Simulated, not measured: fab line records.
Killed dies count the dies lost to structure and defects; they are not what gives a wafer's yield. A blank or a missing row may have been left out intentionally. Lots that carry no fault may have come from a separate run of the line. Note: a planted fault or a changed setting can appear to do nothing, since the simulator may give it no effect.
fab line records | flow sky130
record: lots: 13 | wafers: 39 | last_day: 49
route steps=708 shown FIELD_ISO@30 VIA4@651 METAL5@677 PAD_OPEN@708
lots with no fault: from the same line, run without faults
start_h: the number of hours between the record's first day and the start of the first shown wafer of the lot | wait_h: time in hours since the lot's previous step | " identical to the entry in the row above | L1.1+2: several wafers, shown together as one row | - value missing, or start not given | * or withheld: withheld | < > ~ a bound
route shown NAME@n: NAME is a module with steps in the file, n the number in the route of the first one | usual: average and standard deviation across the fault-free wafers | same: alike in all rows | chamber/n: place in a boat | sites: readings site by site | _std_site: how widely they spread, as a standard deviation | _edge_site: outer sites' mean less inner sites' | radius_mm: for every site, how far away it sits from the centre of the wafer | mask NAME#n: copy n | behind: tool/chamber where the wafer was last shaped | hold: cause of the lot's hold/its duration in hours/its outcome | device: which transistor (n, p or np) failed to switch | end of line: the same wafers' tests at the end of the route | a step without rows: its recipe alone | killed: at the first sort, the dies lost to defects and structure; wafer yield is something else | map: per-die view of a wafer (x killed, . not killed, _ where there is no die)
set.NAME: the setting that was run; set.NAME@STEP: the one run at that earlier step | model.NAME: the simulator's own value behind a step, which no gauge read
one table for each step of the route and one row for each wafer, over a sample of lots
services: a tool's chamber out of use, with start hour (start_h, from the record's first day; less than 0 if before it), hours out, and reason
== steps ==
step: SKY_FIELD_ISO_WET_ETCH_29
recipe: chemistry: H3PO4 | target_depth_nm: 160 | target: Si3N4 | temp_c: 160 | time_s: 1825
usual: temp_c: 159.97/0.16
lot.wafer | tool         | chamber | start_h | wait_h | temp_c
L459.4    | wet_bench-02 | 1       | 35.29   | 0.0    | 159.98
L459.5    | "            | 1       | "       | "      | 159.93
L459.6    | "            | 1       | "       | "      | 159.97
L461.3    | wet_bench-02 | 1       | 45.87   | 0.0    | 160.11
L461.4    | "            | 1       | "       | "      | 160.10
L461.6    | "            | 1       | "       | "      | 160.19
L462.1    | wet_bench-02 | 1       | 50.58   | 0.0    | 159.89
L462.2    | "            | 1       | "       | "      | 159.76
L462.3    | "            | 1       | "       | "      | 160.13
L463.1    | wet_bench-01 | 1       | 55.70   | 0.0    | 159.73
L463.2    | "            | 1       | "       | "      | 159.91
L463.4    | "            | 1       | "       | "      | 159.94
L464.2    | wet_bench-02 | 3       | 62.38   | 0.0    | 160.10
L464.3    | "            | 3       | "       | "      | 159.72
L464.6    | "            | 3       | "       | "      | 159.81
L465.3    | wet_bench-03 | 0       | 64.82   | 0.0    | 160.16
L465.4    | "            | 0       | "       | "      | 160.08
L465.5    | "            | 0       | "       | "      | 159.99
L466.1    | wet_bench-01 | 3       | 71.66   | 0.0    | 159.68
L466.2    | "            | 3       | "       | "      | 159.75
L466.6    | "            | 3       | "       | "      | 159.82
L467.1    | wet_bench-03 | 2       | 78.93   | 0.0    | 159.75
L467.3    | "            | 2       | "       | "      | 159.97
L467.6    | "            | 2       | "       | "      | 159.84
L471.1    | wet_bench-03 | 1       | 96.76   | 0.0    | 160.10
L471.3    | "            | 1       | "       | "      | 159.55
L471.5    | "            | 1       | "       | "      | 159.88
L474.2    | wet_bench-03 | 1       | 114.82  | 0.0    | 160.16
L474.4    | "            | 1       | "       | "      | 160.12
L474.6    | "            | 1       | "       | "      | 159.92
L477.1    | wet_bench-02 | 0       | 134.02  | 0.0    | 160.01
L477.3    | "            | 0       | "       | "      | 159.94
L477.4    | "            | 0       | "       | "      | 159.83
L478.1    | wet_bench-02 | 0       | 134.02  | 0.0    | 160.05
L478.4    | "            | 0       | "       | "      | 159.98
L478.5    | "            | 0       | "       | "      | 160.18
L479.1    | wet_bench-01 | 0       | 137.02  | 0.0    | 160.08
L479.4    | "            | 0       | "       | "      | 159.85
L479.6    | "            | 0       | "       | "      | 159.95
step: SKY_VIA4_ETCH_12
recipe: target: SiO2 | chemistry: C4F8/O2/Ar | stop_on: TiN | mask_material: NOVOLAK | source_w: 1500 | bias_w: 1200 | pressure_mtorr: 40 | c4f8_flow_sccm: withheld | O2_flow_sccm: 6 | Ar_flow_sccm: 300 | time_s: withheld | target_depth_a: 5800
usual: oes_product_au: 0.939/0.0046
lot.wafer | tool        | chamber | start_h | wait_h | oes_product_au
L459.4    | rie_diel-04 | 1       | 1009.04 | 0.0    | 0.940
L459.5    | "           | 0       | "       | "      | 0.936
L459.6    | "           | 3       | "       | "      | 0.942
L461.3    | rie_diel-03 | 1       | 1015.66 | 0.0    | 0.934
L461.4    | "           | 2       | "       | "      | 0.934
L461.6    | "           | 1       | "       | "      | 0.939
L462.1    | rie_diel-01 | 1       | 1021.07 | 0.0    | 0.940
L462.2    | "           | 0       | "       | "      | 0.937
L462.3    | "           | 3       | "       | "      | 0.937
L463.1    | rie_diel-01 | 3       | 1027.87 | 0.0    | 0.936
L463.2    | "           | 2       | "       | "      | 0.936
L463.4    | "           | 0       | "       | "      | 0.938
L464.2    | rie_diel-04 | 1       | 1032.42 | 0.0    | 0.941
L464.3    | "           | 0       | "       | "      | 0.933
L464.6    | "           | 3       | "       | "      | 0.942
L465.3    | rie_diel-03 | 2       | 1037.42 | 0.0    | 0.944
L465.4    | "           | 1       | "       | "      | 0.931
L465.5    | "           | 1       | "       | "      | 0.936
L466.1    | rie_diel-03 | 0       | 1039.84 | 0.0    | 0.940
L466.2    | "           | 3       | "       | "      | 0.935
L466.6    | "           | 0       | "       | "      | 0.943
L467.1    | rie_diel-01 | 0       | 1054.24 | 0.0    | 0.944
L467.3    | "           | 1       | "       | "      | 0.942
L467.6    | "           | 0       | "       | "      | 0.950
L471.1    | rie_diel-03 | 0       | 1081.06 | 0.0    | 0.934
L471.3    | "           | 3       | "       | "      | 0.938
L471.5    | "           | 3       | "       | "      | 0.926
L474.2    | rie_diel-03 | 2       | 1100.11 | 0.0    | 0.943
L474.4    | "           | 3       | "       | "      | 0.944
L474.6    | "           | 2       | "       | "      | 0.938
L478.1    | rie_diel-01 | 0       | 1119.49 | 0.0    | 0.933
L478.4    | "           | 2       | "       | "      | 0.949
L478.5    | "           | 1       | "       | "      | 0.934
L477.1    | rie_diel-01 | 1       | 1122.04 | 0.0    | 0.938
L477.3    | "           | 0       | "       | "      | 0.942
L477.4    | "           | 3       | "       | "      | 0.944
L479.1    | rie_diel-04 | 3       | 1125.74 | 0.0    | 0.945
L479.4    | "           | 2       | "       | "      | 0.939
L479.6    | "           | 2       | "       | "      | 0.941
step: SKY_VIA4_CVD_18
recipe: material: W | target_thk_nm: 505 | time_s: 152.14 | temp_c: 400 | pressure_torr: 40
usual: heater_power_outer_w: 532/11 | heater_power_w: 859/17
lot.wafer | tool     | chamber | start_h | wait_h | heater_power_outer_w | heater_power_w
L459.4    | cvd_w-01 | 0       | 1009.82 | 0.1    | 541                  | 875
L459.5    | "        | 1       | "       | "      | 526                  | 852
L459.6    | "        | 0       | "       | "      | 530                  | 860
L461.3    | cvd_w-01 | 0       | 1016.53 | 0.1    | 535                  | 878
L461.4    | "        | 1       | "       | "      | 515                  | 857
L461.6    | "        | 0       | "       | "      | 529                  | 865
L462.1    | cvd_w-01 | 1       | 1021.83 | 0.0    | 523                  | 844
L462.2    | "        | 0       | "       | "      | 545                  | 850
L462.3    | "        | 1       | "       | "      | 519                  | 834
L463.1    | cvd_w-02 | 0       | 1028.60 | 0.0    | 542                  | 859
L463.2    | "        | 1       | "       | "      | 537                  | 894
L463.4    | "        | 0       | "       | "      | 534                  | 866
L464.2    | cvd_w-02 | 1       | 1033.19 | 0.0    | 527                  | 881
L464.3    | "        | 1       | "       | "      | 531                  | 888
L464.6    | "        | 0       | "       | "      | 525                  | 866
L465.3    | cvd_w-01 | 0       | 1038.20 | 0.1    | 543                  | 864
L465.4    | "        | 1       | "       | "      | 542                  | 831
L465.5    | "        | 0       | "       | "      | 514                  | 851
L466.1    | cvd_w-01 | 0       | 1040.56 | 0.0    | 536                  | 875
L466.2    | "        | 1       | "       | "      | 538                  | 837
L466.6    | "        | 1       | "       | "      | 520                  | 823
L467.1    | cvd_w-02 | 0       | 1054.96 | 0.0    | 521                  | 859
L467.3    | "        | 1       | "       | "      | 530                  | 902
L467.6    | "        | 1       | "       | "      | 535                  | 886
L471.1    | cvd_w-01 | 0       | 1081.79 | 0.0    | 540                  | 864
L471.3    | "        | 1       | "       | "      | 513                  | 839
L471.5    | "        | 0       | "       | "      | 550                  | 865
L474.2    | cvd_w-02 | 1       | 1100.84 | 0.0    | 539                  | 906
L474.4    | "        | 0       | "       | "      | 536                  | 857
L474.6    | "        | 1       | "       | "      | 541                  | 874
L478.1    | cvd_w-01 | 0       | 1120.21 | 0.0    | 540                  | 876
L478.4    | "        | 1       | "       | "      | 522                  | 842
L478.5    | "        | 0       | "       | "      | 558                  | 885
L477.1    | cvd_w-01 | 1       | 1122.76 | 0.0    | 535                  | 834
L477.3    | "        | 1       | "       | "      | 506                  | 854
L477.4    | "        | 0       | "       | "      | 527                  | 873
L479.1    | cvd_w-01 | 1       | 1126.46 | 0.0    | 525                  | 863
L479.4    | "        | 0       | "       | "      | 545                  | 854
L479.6    | "        | 0       | "       | "      | 550                  | 859
step: SKY_METAL5_STRIP_16
recipe: chemistry: O2/N2 | power_w: 1400 | pressure_mtorr: 1500 | platen_temp_c: withheld | o2_flow_sccm: 3000 | n2_flow_sccm: 300 | overash_fraction: 0.5
usual: drypump_motor_current_A: 5.8/0.52 | o2_flow_sccm: 3000/9.9 | oes_product_au: 0.711/0.0047 | strip_time_to_endpoint_s: 13.07/0.095
lot.wafer | tool            | chamber | start_h | wait_h | drypump_motor_current_A | o2_flow_sccm | oes_product_au | rf_hours_counter_h | strip_time_to_endpoint_s
L459.4    | plasma_asher-02 | 1       | 1032.99 | 0.1    | 6.4                     | 2988         | 0.714          | -                  | 13.14
L459.5    | "               | 0       | "       | "      | 5.4                     | 2997         | 0.715          | -                  | 13.20
L459.6    | "               | 1       | "       | "      | 6.4                     | 2991         | 0.710          | -                  | 13.16
L461.3    | plasma_asher-04 | 1       | 1040.07 | 0.3    | 5.1                     | 3004         | 0.711          | -                  | 13.09
L461.4    | "               | 0       | "       | "      | 6.2                     | 3003         | 0.712          | -                  | 13.18
L461.6    | "               | 0       | "       | "      | 6.2                     | 2988         | 0.716          | -                  | 13.19
L462.1    | plasma_asher-04 | 0       | 1044.14 | 0.2    | 6.1                     | 2995         | 0.716          | 63                 | 13.01
L462.2    | "               | 1       | "       | "      | 5.1                     | 2989         | 0.710          | 63                 | 13.22
L462.3    | "               | 0       | "       | "      | 6.2                     | 3003         | 0.708          | -                  | 13.15
L463.1    | plasma_asher-02 | 0       | 1051.89 | 0.2    | 5.4                     | 3015         | 0.705          | 30                 | 13.15
L463.2    | "               | 1       | "       | "      | 6.5                     | 3012         | 0.712          | 30                 | 13.03
L463.4    | "               | 0       | "       | "      | 5.4                     | 3008         | 0.713          | -                  | 12.99
L464.2    | plasma_asher-02 | 0       | 1056.79 | 0.2    | 5.4                     | 3020         | 0.712          | 31                 | 13.12
L464.3    | "               | 1       | "       | "      | 6.4                     | 2997         | 0.716          | -                  | 13.20
L464.6    | "               | 1       | "       | "      | 6.5                     | 2978         | 0.703          | -                  | 13.23
L465.3    | plasma_asher-04 | 1       | 1061.12 | 0.1    | 5.1                     | 2990         | 0.710          | -                  | 13.02
L465.4    | "               | 0       | "       | "      | 6.2                     | 3000         | 0.711          | -                  | 13.17
L465.5    | "               | 1       | "       | "      | 5.1                     | 2998         | 0.699          | -                  | 13.21
L466.1    | plasma_asher-02 | 0       | 1063.56 | 0.2    | 5.4                     | 3005         | 0.717          | 33                 | 12.99
L466.2    | "               | 1       | "       | "      | 6.4                     | 2990         | 0.712          | 33                 | 13.14
L466.6    | "               | 0       | "       | "      | 5.4                     | 3009         | 0.715          | -                  | 13.12
L467.1    | plasma_asher-03 | 0       | 1077.39 | 0.2    | 5.5                     | 2994         | 0.707          | 1                  | 13.14
L467.3    | "               | 1       | "       | "      | 6.5                     | 3005         | 0.716          | -                  | 12.93
L467.6    | "               | 1       | "       | "      | 6.5                     | 3000         | 0.715          | -                  | 12.95
L471.1    | plasma_asher-03 | 0       | 1103.51 | 0.4    | 5.5                     | 3001         | 0.718          | 4                  | 13.05
L471.3    | "               | 0       | "       | "      | 5.5                     | 2994         | 0.700          | -                  | 13.11
L471.5    | "               | 0       | "       | "      | 5.5                     | 2992         | 0.711          | -                  | 13.02
L474.2    | plasma_asher-02 | 1       | 1121.46 | 0.2    | 6.4                     | 2994         | 0.706          | 39                 | 13.02
L474.4    | "               | 1       | "       | "      | 6.5                     | 2983         | 0.713          | -                  | 12.96
L474.6    | "               | 1       | "       | "      | 6.4                     | 2995         | 0.709          | -                  | 12.91
L478.1    | plasma_asher-02 | 0       | 1140.44 | 0.2    | 5.4                     | 3028         | 0.709          | 40                 | 12.98
L478.4    | "               | 1       | "       | "      | 6.4                     | 3003         | 0.715          | -                  | 13.13
L478.5    | "               | 0       | "       | "      | 5.4                     | 3019         | 0.716          | -                  | 12.92
L477.1    | plasma_asher-04 | 1       | 1142.47 | 0.2    | 5.1                     | 3008         | 0.713          | 71                 | 13.12
L477.3    | "               | 0       | "       | "      | 6.2                     | 3011         | 0.712          | -                  | 13.03
L477.4    | "               | 1       | "       | "      | 5.1                     | 2997         | 0.712          | -                  | 13.23
L479.1    | plasma_asher-04 | 1       | 1145.96 | 0.2    | 5.1                     | 3004         | 0.704          | 71                 | 13.13
L479.4    | "               | 0       | "       | "      | 6.1                     | 3013         | 0.715          | -                  | 13.19
L479.6    | "               | 0       | "       | "      | 6.2                     | 3012         | 0.700          | -                  | 13.10
step: SKY_PAD_OPEN_PROBE_99
usual: killed_at_M0_to_M3: 43/5.9 | killed_at_M4_up: 3.3/1.9 | killed_at_contacts: 24/5.6 | killed_at_front_end: 15/4.1 | killed_at_other: 0.4/0.66 | killed_dies: 86/9 | killed_open: 47/6.9 | killed_short: 39/6.2
same: gross_dies: 492 | killed_at_back_side: 0
lot.wafer | tool      | chamber | start_h | wait_h | killed_at_M0_to_M3 | killed_at_M4_up | killed_at_contacts | killed_at_front_end | killed_at_other | killed_dies | killed_open | killed_short
L471.1    | prober-02 | -       | 1145.72 | 0.1    | 33                 | 1               | 21                 | 61                  | 0               | 116         | 41          | 21
L471.3    | prober-02 | -       | 1145.82 | 0.2    | 34                 | 2               | 37                 | 71                  | 1               | 145         | 40          | 45
L471.5    | prober-02 | -       | 1145.92 | 0.2    | 30                 | 2               | 19                 | 68                  | 2               | 121         | 23          | 41
L474.2    | prober-02 | -       | 1160.50 | 0.1    | 36                 | 2               | 20                 | 72                  | 0               | 130         | 40          | 30
L474.4    | prober-02 | -       | 1160.60 | 0.2    | 37                 | 6               | 18                 | 69                  | 1               | 131         | 41          | 32
L474.6    | prober-02 | -       | 1160.70 | 0.2    | 36                 | 2               | 33                 | 66                  | 1               | 138         | 54          | 26
killed by level:class
L471.1 FIELD_ISO:unspecified=53 VIA1:geometric_particle:open=10 LI_CONTACT:geometric_particle:open=7 CONTACT:geometric_particle:open=7 VIA2:geometric_particle:open=4 VIA1:geometric_particle:short=3 LOCAL_INTERCONNECT:geometric_particle:short=3 CONTACT:geometric_particle:short=3
L471.3 FIELD_ISO:unspecified=60 LI_CONTACT:geometric_particle:open=14 CONTACT:geometric_particle:open=11 METAL1:geometric_particle:short=6 METAL2:geometric_particle:short=6 VIA2:geometric_particle:open=6 LI_CONTACT:geometric_particle:short=5 CONTACT:geometric_particle:short=5
L471.5 FIELD_ISO:unspecified=57 METAL2:geometric_particle:short=8 LI_CONTACT:geometric_particle:open=6 FIELD_ISO:geometric_particle:short=5 VIA2:geometric_particle:open=5 LI_CONTACT:geometric_particle:short=4 LOCAL_INTERCONNECT:geometric_particle:short=4 METAL1:geometric_particle:short=4
L474.2 FIELD_ISO:unspecified=59 CONTACT:geometric_particle:open=8 VIA1:geometric_particle:open=7 VIA2:geometric_particle:open=6 VIA2:geometric_particle:short=6 METAL2:geometric_particle:short=5 POLY_GATE:geometric_particle:open=4 FIELD_ISO:geometric_particle:open=3
L474.4 FIELD_ISO:unspecified=57 VIA3:geometric_particle:open=9 CONTACT:geometric_particle:open=8 METAL2:geometric_particle:short=6 CONTACT:geometric_particle:short=5 VIA1:geometric_particle:short=5 VIA1:geometric_particle:open=5 VIA2:geometric_particle:open=5
L474.6 FIELD_ISO:unspecified=57 CONTACT:geometric_particle:open=20 VIA2:geometric_particle:open=12 VIA1:geometric_particle:open=7 CONTACT:geometric_particle:short=6 VIA3:geometric_particle:open=4 FIELD_ISO:geometric_particle:open=3 LOCAL_INTERCONNECT:geometric_particle:short=3
== services ==
tool            | chamber | start_h | hours | kind
cvd_w-01        | -       | 57.39   | 2.4   | repair
cvd_w-01        | -       | 124.35  | 0.5   | repair
plasma_asher-02 | -       | 176.08  | 14.5  | repair
cvd_w-01        | 1       | 176.76  | 4.8   | repair
wet_bench-02    | -       | 180.82  | 1.9   | pm
cvd_w-01        | -       | 282.71  | 2.3   | repair
cvd_w-01        | -       | 300.07  | 2.8   | pm
cvd_w-01        | -       | 317.04  | 6.0   | pm
cvd_w-01        | -       | 323.77  | 0.5   | repair
cvd_w-01        | -       | 328.70  | 0.3   | repair
plasma_asher-02 | -       | 338.39  | 8.6   | repair
plasma_asher-02 | -       | 370.82  | 0.4   | repair
cvd_w-01        | 0       | 376.37  | 1.4   | repair
plasma_asher-02 | -       | 380.90  | 2.1   | repair
cvd_w-01        | -       | 390.00  | 14.0  | pm
cvd_w-01        | 1       | 396.59  | 12.9  | repair
cvd_w-01        | 1       | 421.20  | 11.8  | repair
wet_bench-02    | -       | 432.63  | 5.4   | repair
plasma_asher-02 | -       | 475.71  | 2.8   | repair
cvd_w-01        | -       | 483.49  | 6.9   | pm
cvd_w-01        | 1       | 491.51  | 8.4   | repair
cvd_w-01        | -       | 607.32  | 0.8   | repair
cvd_w-01        | -       | 886.63  | 1.1   | repair
cvd_w-01        | -       | 1098.57 | 2.3   | repair
== key ==
first_sign: step: SKY_PAD_OPEN_PROBE_99 | reading: killed_at_front_end | direction: up | sigmas: 13 | usual: 15 | struck: 68
effect: step: SKY_PAD_OPEN_PROBE_99 | reading: killed_dies | direction: up | sigmas: 4.9 | usual: 86 | struck: 130
met_at SKY_FIELD_ISO_WET_ETCH_29
struck_lots L471,L474
struck_wafers L471.1,L471.3,L471.5,L474.2,L474.4,L474.6
tester_left_out L471,L474
not_acting_at SKY_VIA4_ETCH_12,SKY_VIA4_CVD_18,SKY_METAL5_STRIP_16
fault: kind: chamber_particle_source | tool: wet_bench-03 | chamber: 1 | onset_h: 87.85 | steps: SKY_FIELD_ISO_WET_ETCH_29 | rate_per_visit_cm2: 1.7907 | end_h: 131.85
tester_left_out: of these lots the tester's yield and bins aren't shown, on N5 and GAA mostly nor the transistor test; their killed dies are dies lost to structure and defects alone, not to doping, threshold or leakage, so they don't give the yield
